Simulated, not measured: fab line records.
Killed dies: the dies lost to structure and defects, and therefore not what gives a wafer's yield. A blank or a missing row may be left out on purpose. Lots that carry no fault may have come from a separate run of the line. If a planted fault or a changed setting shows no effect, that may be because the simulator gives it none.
Split-lot experiment    flow sfq-line    15 wafers read from 5 lots, route of 325 steps

SPLIT DETAILS
At SFQ_TRILAYER_M4_LITHO_COAT_093 (resist thk 600 nm), the setting resist-thk-nm was moved away from the recipe's 600 nm on 6 of the 15 wafers read, by -4.5% to +5.1%. For the rest of the wafers, this setting stayed at what the recipe calls for.

Between the split and the reading, the file records no step.

THE READING
KrF_of_TRILAYER_M4_LITHO_COAT_093.thk-nm (the simulator's own value, which no gauge read), in nm, at SFQ_TRILAYER_M4_ETCH_METAL_ETCH_096 (etches Nb in Cl2/Ar, stops on SiO2, target depth 240 nm, time 120 s). No usual value for it is given in the file. The 9 wafers here that ran the recipe average 382.0 nm, standard deviation 7 nm.

wafer   tool, chamber at the split  resist-thk-nm as run, nm  against the recipe  KrF_of_TRILAYER_M4_LITHO_COAT_093.thk-nm, nm  against lot-mates on the recipe
L075.2  litho-track-02, 0           616.6                     +2.8%               393.3                                         no lot-mate on the recipe
L075.6  litho-track-02, 0           616.6                     +2.8%               398.3                                         no lot-mate on the recipe
L076.1  litho-track-02, 0           630.5                     +5.1%               412.2                                         +28.9
L076.2  litho-track-02, 0           600                       recipe              383                                           -
L076.3  litho-track-02, 0           630.5                     +5.1%               425.7                                         +42.4
L076.4  litho-track-02, 0           630.5                     +5.1%               425.3                                         +42.1
L076.5  litho-track-02, 0           600                       recipe              383.5                                         -
L080.1  litho-track-03, 0           600                       recipe              380.1                                         -
L080.3  litho-track-03, 0           600                       recipe              378.2                                         -
L080.5  litho-track-03, 0           600                       recipe              394.8                                         -
L082.4  litho-track-03, 0           600                       recipe              366.5                                         -
L082.6  litho-track-03, 0           573.3                     -4.5%               342.8                                         -23.7
L085.1  litho-track-02, 0           600                       recipe              382.1                                         -
L085.2  litho-track-02, 0           600                       recipe              385.2                                         -
L085.6  litho-track-02, 0           600                       recipe              384.5                                         -

THE FIT
A straight line over all 15 wafers: KrF_of_TRILAYER_M4_LITHO_COAT_093.thk-nm changes by +7.71 nm for each +1% of resist-thk-nm; r = +0.94; the points scatter about the line by 7.2 nm.
The same after taking each lot's own level away (the mean of its wafers on the recipe; 13 wafers): +6.88 nm for each +1%; r = +0.96; scatter 5.6 nm.
The reading moves by 35 nm for the largest change in resist-thk-nm, on that fit.
Across the lots, their own levels run from 366.50 to 384.37 nm, a range of 2.5 times the standard deviation given above.
Hence the slope depends on the lot-to-lot level, as the two fits are not the same.
Check: for one of the wafers moved furthest among these (+5.1%), held out of the fit, the line's prediction against its lot-mates is +39 nm. It came out at +28.9 nm against them.

FURTHER SPLITS ON THESE WAFERS
Other splits were also applied to these wafers ahead of the reading. Each is held against what the fit with the lots' levels taken away leaves over:
other split on the same wafers           wafers away from the commonest value  r with KrF_of_TRILAYER_M4_LITHO_COAT_093.thk-nm (lot level and that fit taken away)
SFQ_TRILAYER_M4_DEP_SPUTTER_091 power-w  0                                     -

THE WHOLE CHAIN: every reading that the file lists as answering this split, in the file's order
step                                 what it does                                                         reading                                                                                    change (the file's fit)               r (the file's)
SFQ_TRILAYER_M4_LITHO_COAT_093       resist thk 600 nm                                                    KrF_of_TRILAYER_M4_LITHO_COAT_093.thk-nm (the simulator's own value, which no gauge read)  +6.02 nm for each +1% of the setting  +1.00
SFQ_TRILAYER_M4_ETCH_METAL_ETCH_096  etches Nb in Cl2/Ar, stops on SiO2, target depth 240 nm, time 120 s  KrF_of_TRILAYER_M4_LITHO_COAT_093.thk-nm (the simulator's own value, which no gauge read)  +6.93 nm for each +1% of the setting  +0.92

THE FILE'S OWN FIT
KrF_of_TRILAYER_M4_LITHO_COAT_093.thk-nm changes by +6.93 nm for each +1% of resist-thk-nm, r = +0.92.
